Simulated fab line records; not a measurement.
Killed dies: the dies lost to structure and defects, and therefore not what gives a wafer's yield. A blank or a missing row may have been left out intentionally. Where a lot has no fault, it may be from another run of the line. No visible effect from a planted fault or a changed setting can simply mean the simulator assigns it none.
fab line records :: flow sky130 :: part 2 of 2: steps 24 to 33 of 33
record
  lots=5
  wafers=15
  last_day=49
route steps=708 shown METAL5@675 PASSIVATION@681 PAD_OPEN@694
lots untouched by any fault: they come from a run of this same line in which no faults occurred
start_h: hours from the record's opening day to when the first of the lot's shown wafers began :: wait_h: how many hours have passed since the lot's step before this one :: " as in the row above :: L1.1+2: several wafers, shown together as one row :: - no value, or no start was given :: * or withheld: withheld :: < > ~ a bound
route shown NAME@n: a module of which the file shows steps, and the number in the route of the first :: usual: mean/standard deviation of fault-free wafers :: same: alike in all rows :: chamber/n: place in a boat :: sites: the reading at each site :: _std_site: how widely they spread, as a standard deviation :: _edge_site: the outer-site mean with the inner-site mean subtracted :: radius_mm: for every site, how far away it sits from the centre of the wafer :: mask NAME#n: copy n :: behind: the last tool/chamber to shape the wafer :: hold: the reason the lot was held/the length of the hold in hours/how it ended :: device: the transistor (n, p or np) that didn't switch :: end of line: the tests these same wafers got at the end of their route :: a step given without rows: its recipe and nothing more :: killed: dies that structure and defects cost at the first sort, which is not the same as the wafer's yield :: map: a wafer's dies, marking killed ones x, the rest . and places with no die _
set.NAME: the run value of the setting; set.NAME@STEP: its run value at that earlier step :: model.NAME: the simulator's own value behind a step, which no gauge read
lots at selected steps of the route; one table per step, one row per wafer
services: the hour from which a tool's chamber was out of use, counted from the record's first day as start_h (under 0 if before that day), plus the number of hours and why
## steps
# step SKY_PAD_OPEN_EXPOSE_04
# recipe
  mask_id=PDM
  target_cd_nm=60000
  na=0.57
  dose_mj=260
# usual
  exposure_dose_mJ_cm2=259.97/0.27
  reticle_temp_C=23.01/0.11
lot.wafer: L075.1
tool: iline_stepper-01
chamber: 0
start_h: -
wait_h: -
mask: PDM#0
exposure_dose_mJ_cm2: 260.30
reticle_temp_C: 22.96

lot.wafer: L075.2
tool: iline_stepper-01
chamber: 0
start_h: -
wait_h: -
mask: PDM#0
exposure_dose_mJ_cm2: 260.22
reticle_temp_C: 23.12

lot.wafer: L075.4
tool: iline_stepper-01
chamber: 0
start_h: -
wait_h: -
mask: PDM#0
exposure_dose_mJ_cm2: 260.27
reticle_temp_C: 23.34

lot.wafer: L077.2
tool: iline_stepper-01
chamber: 0
start_h: -
wait_h: -
mask: PDM#0
exposure_dose_mJ_cm2: 260.01
reticle_temp_C: 23.05

lot.wafer: L077.3
tool: iline_stepper-01
chamber: 0
start_h: -
wait_h: -
mask: PDM#0
exposure_dose_mJ_cm2: 259.85
reticle_temp_C: 23.05

lot.wafer: L077.6
tool: iline_stepper-01
chamber: 0
start_h: -
wait_h: -
mask: PDM#0
exposure_dose_mJ_cm2: 260.10
reticle_temp_C: 22.91

lot.wafer: L085.3
tool: iline_stepper-02
chamber: 0
start_h: -
wait_h: -
mask: PDM#0
exposure_dose_mJ_cm2: 260.12
reticle_temp_C: 22.94

lot.wafer: L085.5
tool: iline_stepper-02
chamber: 0
start_h: -
wait_h: -
mask: PDM#0
exposure_dose_mJ_cm2: 259.94
reticle_temp_C: 22.98

lot.wafer: L085.6
tool: iline_stepper-02
chamber: 0
start_h: -
wait_h: -
mask: PDM#0
exposure_dose_mJ_cm2: 259.80
reticle_temp_C: 22.96

lot.wafer: L088.2
tool: iline_stepper-01
chamber: 0
start_h: -
wait_h: -
mask: PDM#0
exposure_dose_mJ_cm2: 259.97
reticle_temp_C: 23.15

lot.wafer: L088.5
tool: iline_stepper-01
chamber: 0
start_h: -
wait_h: -
mask: PDM#0
exposure_dose_mJ_cm2: 259.65
reticle_temp_C: 23.10

lot.wafer: L088.6
tool: iline_stepper-01
chamber: 0
start_h: -
wait_h: -
mask: PDM#0
exposure_dose_mJ_cm2: 260.44
reticle_temp_C: 23.00

lot.wafer: L094.3
tool: iline_stepper-02
chamber: 0
start_h: -
wait_h: -
mask: PDM#0
exposure_dose_mJ_cm2: 259.58
reticle_temp_C: 23.08

lot.wafer: L094.4
tool: iline_stepper-02
chamber: 0
start_h: -
wait_h: -
mask: PDM#0
exposure_dose_mJ_cm2: 259.71
reticle_temp_C: 23.01

lot.wafer: L094.6
tool: iline_stepper-02
chamber: 0
start_h: -
wait_h: -
mask: PDM#0
exposure_dose_mJ_cm2: 260.00
reticle_temp_C: 23.03
# step SKY_PAD_OPEN_PEB_05
# recipe
  temp_c=115
  time_s=withheld
# usual
  exhaust_pa=45.3/0.93
lot.wafer: L075.1
tool: litho_track-04
chamber: 0
start_h: -
wait_h: -
exhaust_pa: 44.7

lot.wafer: L075.2
tool: litho_track-04
chamber: 0
start_h: -
wait_h: -
exhaust_pa: 45.0

lot.wafer: L075.4
tool: litho_track-04
chamber: 0
start_h: -
wait_h: -
exhaust_pa: 45.0

lot.wafer: L077.2
tool: litho_track-04
chamber: 0
start_h: -
wait_h: -
exhaust_pa: 45.6

lot.wafer: L077.3
tool: litho_track-04
chamber: 0
start_h: -
wait_h: -
exhaust_pa: 44.7

lot.wafer: L077.6
tool: litho_track-04
chamber: 0
start_h: -
wait_h: -
exhaust_pa: 44.8

lot.wafer: L085.3
tool: litho_track-01
chamber: 0
start_h: -
wait_h: -
exhaust_pa: 47.5

lot.wafer: L085.5
tool: litho_track-01
chamber: 0
start_h: -
wait_h: -
exhaust_pa: 45.3

lot.wafer: L085.6
tool: litho_track-01
chamber: 0
start_h: -
wait_h: -
exhaust_pa: 45.9

lot.wafer: L088.2
tool: litho_track-04
chamber: 0
start_h: -
wait_h: -
exhaust_pa: 45.7

lot.wafer: L088.5
tool: litho_track-04
chamber: 0
start_h: -
wait_h: -
exhaust_pa: 43.8

lot.wafer: L088.6
tool: litho_track-04
chamber: 0
start_h: -
wait_h: -
exhaust_pa: 46.0

lot.wafer: L094.3
tool: litho_track-01
chamber: 0
start_h: -
wait_h: -
exhaust_pa: 45.9

lot.wafer: L094.4
tool: litho_track-01
chamber: 0
start_h: -
wait_h: -
exhaust_pa: 45.4

lot.wafer: L094.6
tool: litho_track-01
chamber: 0
start_h: -
wait_h: -
exhaust_pa: 46.3
# step SKY_PAD_OPEN_DEVELOP_06
# recipe
  develop_time_s=60
  dev_temp_c=23
# usual
  exhaust_pa=44.9/1
lot.wafer: L075.1
tool: litho_track-04
chamber: 0
start_h: -
wait_h: -
exhaust_pa: 44.6

lot.wafer: L075.2
tool: litho_track-04
chamber: 0
start_h: -
wait_h: -
exhaust_pa: 45.5

lot.wafer: L075.4
tool: litho_track-04
chamber: 0
start_h: -
wait_h: -
exhaust_pa: 45.2

lot.wafer: L077.2
tool: litho_track-04
chamber: 0
start_h: -
wait_h: -
exhaust_pa: 44.4

lot.wafer: L077.3
tool: litho_track-04
chamber: 0
start_h: -
wait_h: -
exhaust_pa: 44.4

lot.wafer: L077.6
tool: litho_track-04
chamber: 0
start_h: -
wait_h: -
exhaust_pa: 43.8

lot.wafer: L085.3
tool: litho_track-01
chamber: 0
start_h: -
wait_h: -
exhaust_pa: 45.8

lot.wafer: L085.5
tool: litho_track-01
chamber: 0
start_h: -
wait_h: -
exhaust_pa: 46.0

lot.wafer: L085.6
tool: litho_track-01
chamber: 0
start_h: -
wait_h: -
exhaust_pa: 47.5

lot.wafer: L088.2
tool: litho_track-04
chamber: 0
start_h: -
wait_h: -
exhaust_pa: 45.0

lot.wafer: L088.5
tool: litho_track-04
chamber: 0
start_h: -
wait_h: -
exhaust_pa: 46.4

lot.wafer: L088.6
tool: litho_track-04
chamber: 0
start_h: -
wait_h: -
exhaust_pa: 45.0

lot.wafer: L094.3
tool: litho_track-01
chamber: 0
start_h: -
wait_h: -
exhaust_pa: 44.1

lot.wafer: L094.4
tool: litho_track-01
chamber: 0
start_h: -
wait_h: -
exhaust_pa: 45.2

lot.wafer: L094.6
tool: litho_track-01
chamber: 0
start_h: -
wait_h: -
exhaust_pa: 44.0
# step SKY_PAD_OPEN_ETCH_07
# recipe
  chemistry=CF4/O2
  target_depth_nm=725
  stop_on=AlCu
  source_w=800
  bias_w=150
  pressure_mtorr=150
  cf4_flow_sccm=80
  O2_flow_sccm=10
  time_s=161.1
# usual
  drypump_motor_current_A=5.7/0.51
  oes_product_au=0.977/0.0077
  throttle_valve_pct=5.965/0.0096
lot.wafer: L075.1
tool: rie_diel-03
chamber: 1
start_h: 1079.22
wait_h: -
drypump_motor_current_A: 6.3
oes_product_au: 0.988
rf_hours_counter_h: 14
throttle_valve_pct: 5.967

lot.wafer: L075.2
tool: rie_diel-03
chamber: 3
start_h: 1079.22
wait_h: -
drypump_motor_current_A: 6.0
oes_product_au: 0.983
rf_hours_counter_h: 19
throttle_valve_pct: 5.971

lot.wafer: L075.4
tool: rie_diel-03
chamber: 2
start_h: 1079.22
wait_h: -
drypump_motor_current_A: 4.8
oes_product_au: 0.983
rf_hours_counter_h: 21
throttle_valve_pct: 5.967

lot.wafer: L077.2
tool: rie_diel-04
chamber: 3
start_h: 1089.82
wait_h: -
drypump_motor_current_A: 5.0
oes_product_au: 0.974
rf_hours_counter_h: 24
throttle_valve_pct: 5.962

lot.wafer: L077.3
tool: rie_diel-04
chamber: 0
start_h: 1089.82
wait_h: -
drypump_motor_current_A: 6.3
oes_product_au: 0.980
rf_hours_counter_h: 11
throttle_valve_pct: 5.949

lot.wafer: L077.6
tool: rie_diel-04
chamber: 0
start_h: 1089.82
wait_h: -
drypump_motor_current_A: 6.3
oes_product_au: 0.983
rf_hours_counter_h: -
throttle_valve_pct: 5.962

lot.wafer: L085.3
tool: rie_diel-03
chamber: 1
start_h: 1134.97
wait_h: -
drypump_motor_current_A: 6.3
oes_product_au: 0.978
rf_hours_counter_h: 16
throttle_valve_pct: 5.966

lot.wafer: L085.5
tool: rie_diel-03
chamber: 0
start_h: 1134.97
wait_h: -
drypump_motor_current_A: 5.6
oes_product_au: 0.989
rf_hours_counter_h: -
throttle_valve_pct: 5.954

lot.wafer: L085.6
tool: rie_diel-03
chamber: 1
start_h: 1134.97
wait_h: -
drypump_motor_current_A: 6.3
oes_product_au: 0.984
rf_hours_counter_h: -
throttle_valve_pct: 5.963

lot.wafer: L088.2
tool: rie_diel-03
chamber: 3
start_h: 1156.62
wait_h: -
drypump_motor_current_A: 6.0
oes_product_au: 0.975
rf_hours_counter_h: 22
throttle_valve_pct: 5.962

lot.wafer: L088.5
tool: rie_diel-03
chamber: 2
start_h: 1156.62
wait_h: -
drypump_motor_current_A: 4.8
oes_product_au: 0.978
rf_hours_counter_h: -
throttle_valve_pct: 5.974

lot.wafer: L088.6
tool: rie_diel-03
chamber: 3
start_h: 1156.62
wait_h: -
drypump_motor_current_A: 6.0
oes_product_au: 0.974
rf_hours_counter_h: -
throttle_valve_pct: 5.965

lot.wafer: L094.3
tool: rie_diel-01
chamber: 0
start_h: 1181.07
wait_h: -
drypump_motor_current_A: 5.7
oes_product_au: 0.971
rf_hours_counter_h: 15
throttle_valve_pct: 5.954

lot.wafer: L094.4
tool: rie_diel-01
chamber: 1
start_h: 1181.07
wait_h: -
drypump_motor_current_A: 6.2
oes_product_au: 0.986
rf_hours_counter_h: 18
throttle_valve_pct: 5.963

lot.wafer: L094.6
tool: rie_diel-01
chamber: 3
start_h: 1181.07
wait_h: -
drypump_motor_current_A: 5.7
oes_product_au: 0.990
rf_hours_counter_h: -
throttle_valve_pct: 5.967
# step SKY_PAD_OPEN_STRIP_08
# recipe
  chemistry=O2/N2
  power_w=1400
  pressure_mtorr=1500
  platen_temp_c=withheld
  overash_fraction=0.7
  o2_flow_sccm=3000
  n2_flow_sccm=300
# usual
  drypump_motor_current_A=5.84/0.16
  oes_product_au=0.663/0.0047
  strip_time_to_endpoint_s=37.09/0.092
lot.wafer: L075.1
tool: plasma_asher-03
chamber: 1
start_h: 1079.33
wait_h: 0.1
drypump_motor_current_A: 5.63
oes_product_au: 0.661
rf_hours_counter_h: 63
strip_time_to_endpoint_s: 37.17

lot.wafer: L075.2
tool: plasma_asher-03
chamber: 0
start_h: 1079.33
wait_h: 0.1
drypump_motor_current_A: 5.99
oes_product_au: 0.672
rf_hours_counter_h: 63
strip_time_to_endpoint_s: 37.06

lot.wafer: L075.4
tool: plasma_asher-03
chamber: 0
start_h: 1079.33
wait_h: 0.1
drypump_motor_current_A: 5.97
oes_product_au: 0.663
rf_hours_counter_h: -
strip_time_to_endpoint_s: 37.10

lot.wafer: L077.2
tool: plasma_asher-01
chamber: 1
start_h: 1089.93
wait_h: 0.1
drypump_motor_current_A: 5.91
oes_product_au: 0.670
rf_hours_counter_h: 99
strip_time_to_endpoint_s: 37.08

lot.wafer: L077.3
tool: plasma_asher-01
chamber: 1
start_h: 1089.93
wait_h: 0.1
drypump_motor_current_A: 5.90
oes_product_au: 0.663
rf_hours_counter_h: -
strip_time_to_endpoint_s: 37.15

lot.wafer: L077.6
tool: plasma_asher-01
chamber: 0
start_h: 1089.93
wait_h: 0.1
drypump_motor_current_A: 5.92
oes_product_au: 0.653
rf_hours_counter_h: -
strip_time_to_endpoint_s: 37.12

lot.wafer: L085.3
tool: plasma_asher-01
chamber: 0
start_h: 1135.11
wait_h: 0.1
drypump_motor_current_A: 5.91
oes_product_au: 0.666
rf_hours_counter_h: -
strip_time_to_endpoint_s: 37.00

lot.wafer: L085.5
tool: plasma_asher-01
chamber: 0
start_h: 1135.11
wait_h: 0.1
drypump_motor_current_A: 5.93
oes_product_au: 0.667
rf_hours_counter_h: -
strip_time_to_endpoint_s: 36.93

lot.wafer: L085.6
tool: plasma_asher-01
chamber: 1
start_h: 1135.11
wait_h: 0.1
drypump_motor_current_A: 5.93
oes_product_au: 0.663
rf_hours_counter_h: -
strip_time_to_endpoint_s: 37.01

lot.wafer: L088.2
tool: plasma_asher-01
chamber: 0
start_h: 1156.73
wait_h: 0.1
drypump_motor_current_A: 5.92
oes_product_au: 0.657
rf_hours_counter_h: 105
strip_time_to_endpoint_s: 36.96

lot.wafer: L088.5
tool: plasma_asher-01
chamber: 1
start_h: 1156.73
wait_h: 0.1
drypump_motor_current_A: 5.93
oes_product_au: 0.663
rf_hours_counter_h: -
strip_time_to_endpoint_s: 37.02

lot.wafer: L088.6
tool: plasma_asher-01
chamber: 0
start_h: 1156.73
wait_h: 0.1
drypump_motor_current_A: 5.93
oes_product_au: 0.663
rf_hours_counter_h: -
strip_time_to_endpoint_s: 36.96

lot.wafer: L094.3
tool: plasma_asher-01
chamber: 1
start_h: 1181.21
wait_h: 0.1
drypump_motor_current_A: 5.97
oes_product_au: 0.660
rf_hours_counter_h: -
strip_time_to_endpoint_s: 37.01

lot.wafer: L094.4
tool: plasma_asher-01
chamber: 0
start_h: 1181.21
wait_h: 0.1
drypump_motor_current_A: 5.92
oes_product_au: 0.661
rf_hours_counter_h: -
strip_time_to_endpoint_s: 37.10

lot.wafer: L094.6
tool: plasma_asher-01
chamber: 1
start_h: 1181.21
wait_h: 0.1
drypump_motor_current_A: 5.93
oes_product_au: 0.663
rf_hours_counter_h: -
strip_time_to_endpoint_s: 37.08
# step SKY_PAD_OPEN_STRIP_09
# recipe
  chemistry=post_etch_residue_remover
  time_s=1200
  temp_c=72.5
lot.wafer: L075.1+2+4
tool: wet_bench-02
chamber: 1
start_h: 1079.43
wait_h: 0.1

lot.wafer: L077.2+3+6
tool: wet_bench-01
chamber: 3
start_h: 1090.03
wait_h: 0.1

lot.wafer: L085.3+5+6
tool: wet_bench-02
chamber: 1
start_h: 1135.18
wait_h: 0.0

lot.wafer: L088.2+5+6
tool: wet_bench-01
chamber: 3
start_h: 1156.83
wait_h: 0.1

lot.wafer: L094.3+4+6
tool: wet_bench-04
chamber: 3
start_h: 1181.28
wait_h: 0.0
# step SKY_PAD_OPEN_CLEAN_10
# recipe
  chemistry=IPA
  time_s=180
  temp_c=25
lot.wafer: L075.1+2+4
tool: wet_bench-04
chamber: 3
start_h: 1079.77
wait_h: 0.0

lot.wafer: L077.2+3+6
tool: wet_bench-02
chamber: 3
start_h: 1090.37
wait_h: 0.0

lot.wafer: L085.3+5+6
tool: wet_bench-02
chamber: 0
start_h: 1135.55
wait_h: 0.0

lot.wafer: L088.2+5+6
tool: wet_bench-02
chamber: 1
start_h: 1157.17
wait_h: 0.0

lot.wafer: L094.3+4+6
tool: wet_bench-01
chamber: 0
start_h: 1181.62
wait_h: 0.0
# step SKY_PAD_OPEN_CLEAN_11
# recipe
  chemistry=O3/DIW
  dry=n2_spin
lot.wafer: L075.1+2+4
tool: wet_bench-01
chamber: 3
start_h: 1079.84
wait_h: 0.0

lot.wafer: L077.2+3+6
tool: wet_bench-04
chamber: 2
start_h: 1090.43
wait_h: 0.0

lot.wafer: L085.3+5+6
tool: wet_bench-04
chamber: 1
start_h: 1135.61
wait_h: 0.0

lot.wafer: L088.2+5+6
tool: wet_bench-04
chamber: 2
start_h: 1157.23
wait_h: 0.0

lot.wafer: L094.3+4+6
tool: wet_bench-04
chamber: 0
start_h: 1181.68
wait_h: 0.0
# step SKY_PAD_OPEN_ANNEAL_12
# recipe
  temp_c=400
  time_s=withheld
  ambient=N2/H2
  idle_temp_c=300
  ramp_up_c_per_min=8
  ramp_down_c_per_min=4
# usual
  zone_power_lower_pct=4.6/0.35
lot.wafer: L075.1
tool: furnace-01
chamber: 0
start_h: 1079.93
wait_h: 0.0
zone_power_lower_pct: 4.1

lot.wafer: L075.2
tool: furnace-01
chamber: 0
start_h: 1079.93
wait_h: 0.0
zone_power_lower_pct: 4.2

lot.wafer: L075.4
tool: furnace-01
chamber: 0
start_h: 1079.93
wait_h: 0.0
zone_power_lower_pct: 4.2

lot.wafer: L077.2
tool: furnace-01
chamber: 0
start_h: 1090.53
wait_h: 0.0
zone_power_lower_pct: 4.2

lot.wafer: L077.3
tool: furnace-01
chamber: 0
start_h: 1090.53
wait_h: 0.0
zone_power_lower_pct: 4.3

lot.wafer: L077.6
tool: furnace-01
chamber: 0
start_h: 1090.53
wait_h: 0.0
zone_power_lower_pct: 4.1

lot.wafer: L085.3
tool: furnace-01
chamber: 0
start_h: 1135.70
wait_h: 0.0
zone_power_lower_pct: 4.2

lot.wafer: L085.5
tool: furnace-01
chamber: 0
start_h: 1135.70
wait_h: 0.0
zone_power_lower_pct: 4.1

lot.wafer: L085.6
tool: furnace-01
chamber: 0
start_h: 1135.70
wait_h: 0.0
zone_power_lower_pct: 4.1

lot.wafer: L088.2
tool: furnace-02
chamber: 0
start_h: 1157.33
wait_h: 0.0
zone_power_lower_pct: 4.8

lot.wafer: L088.5
tool: furnace-02
chamber: 0
start_h: 1157.33
wait_h: 0.0
zone_power_lower_pct: 4.8

lot.wafer: L088.6
tool: furnace-02
chamber: 0
start_h: 1157.33
wait_h: 0.0
zone_power_lower_pct: 4.9

lot.wafer: L094.3
tool: furnace-02
chamber: 0
start_h: 1181.77
wait_h: 0.0
zone_power_lower_pct: 4.9

lot.wafer: L094.4
tool: furnace-02
chamber: 0
start_h: 1181.77
wait_h: 0.0
zone_power_lower_pct: 4.9

lot.wafer: L094.6
tool: furnace-02
chamber: 0
start_h: 1181.77
wait_h: 0.0
zone_power_lower_pct: 4.9
# step SKY_PAD_OPEN_BOW_MEAS_13
# recipe
  mode=bow
# usual
  PAD_OPEN_BOW=44/9
lot.wafer: L075.1
tool: film_metro-01
chamber: -
start_h: 1081.43
wait_h: -
PAD_OPEN_BOW[um]: 51

lot.wafer: L075.2
tool: film_metro-01
chamber: -
start_h: 1081.43
wait_h: -
PAD_OPEN_BOW[um]: 41

lot.wafer: L075.4
tool: film_metro-01
chamber: -
start_h: 1081.43
wait_h: -
PAD_OPEN_BOW[um]: 29

lot.wafer: L077.2
tool: film_metro-03
chamber: -
start_h: 1092.05
wait_h: -
PAD_OPEN_BOW[um]: 46

lot.wafer: L077.3
tool: film_metro-03
chamber: -
start_h: 1092.05
wait_h: -
PAD_OPEN_BOW[um]: 42

lot.wafer: L077.6
tool: film_metro-03
chamber: -
start_h: 1092.05
wait_h: -
PAD_OPEN_BOW[um]: 37

lot.wafer: L085.3
tool: film_metro-03
chamber: -
start_h: 1137.24
wait_h: -
PAD_OPEN_BOW[um]: 45

lot.wafer: L085.5
tool: film_metro-03
chamber: -
start_h: 1137.24
wait_h: -
PAD_OPEN_BOW[um]: 45

lot.wafer: L085.6
tool: film_metro-03
chamber: -
start_h: 1137.24
wait_h: -
PAD_OPEN_BOW[um]: 51

lot.wafer: L088.2
tool: film_metro-01
chamber: -
start_h: 1158.85
wait_h: -
PAD_OPEN_BOW[um]: 55

lot.wafer: L088.5
tool: film_metro-01
chamber: -
start_h: 1158.85
wait_h: -
PAD_OPEN_BOW[um]: 40

lot.wafer: L088.6
tool: film_metro-01
chamber: -
start_h: 1158.85
wait_h: -
PAD_OPEN_BOW[um]: 57

lot.wafer: L094.3
tool: film_metro-01
chamber: -
start_h: 1183.31
wait_h: -
PAD_OPEN_BOW[um]: 27

lot.wafer: L094.4
tool: film_metro-01
chamber: -
start_h: 1183.31
wait_h: -
PAD_OPEN_BOW[um]: 23

lot.wafer: L094.6
tool: film_metro-01
chamber: -
start_h: 1183.31
wait_h: -
PAD_OPEN_BOW[um]: 25
## services
tool: wet_bench-03
chamber: -
start_h: 1018.05
hours: 0.6
kind: repair

tool: rie_diel-01
chamber: -
start_h: 1021.94
hours: 2.4
kind: repair

tool: furnace-01
chamber: -
start_h: 1055.99
hours: 3.6
kind: pm

tool: rie_metal-01
chamber: -
start_h: 1063.77
hours: 1.4
kind: pm

tool: rie_diel-03
chamber: 0
start_h: 1064.07
hours: 5.7
kind: repair

tool: iline_stepper-01
chamber: -
start_h: 1064.67
hours: 1.7
kind: pm

tool: pecvd-01
chamber: -
start_h: 1066.46
hours: 6.0
kind: pm

tool: pecvd-03
chamber: 0
start_h: 1067.63
hours: 5.0
kind: repair

tool: rie_diel-01
chamber: -
start_h: 1072.86
hours: 14.6
kind: pm

tool: plasma_asher-01
chamber: -
start_h: 1073.37
hours: 6.3
kind: repair

tool: rie_diel-02
chamber: -
start_h: 1076.84
hours: 2.8
kind: pm

tool: rie_diel-03
chamber: 0
start_h: 1088.85
hours: 3.1
kind: repair

tool: furnace-01
chamber: -
start_h: 1092.11
hours: 2.7
kind: pm

tool: plasma_asher-01
chamber: -
start_h: 1104.59
hours: 0.6
kind: repair

tool: iline_stepper-02
chamber: -
start_h: 1108.39
hours: 3.2
kind: repair

tool: furnace-01
chamber: -
start_h: 1112.76
hours: 4.0
kind: pm

tool: rie_diel-03
chamber: 1
start_h: 1113.17
hours: 2.8
kind: repair

tool: rie_diel-01
chamber: 0
start_h: 1114.03
hours: 8.5
kind: repair

tool: rie_diel-02
chamber: 3
start_h: 1120.14
hours: 1.6
kind: repair

tool: plasma_asher-01
chamber: -
start_h: 1158.23
hours: 22.3
kind: repair

tool: wet_bench-02
chamber: -
start_h: 1167.32
hours: 1.4
kind: repair

tool: plasma_asher-01
chamber: -
start_h: 1169.71
hours: 3.2
kind: repair

tool: iline_stepper-01
chamber: -
start_h: 1175.87
hours: 4.7
kind: repair

tool: iline_stepper-02
chamber: -
start_h: 1181.02
hours: 3.6
kind: repair
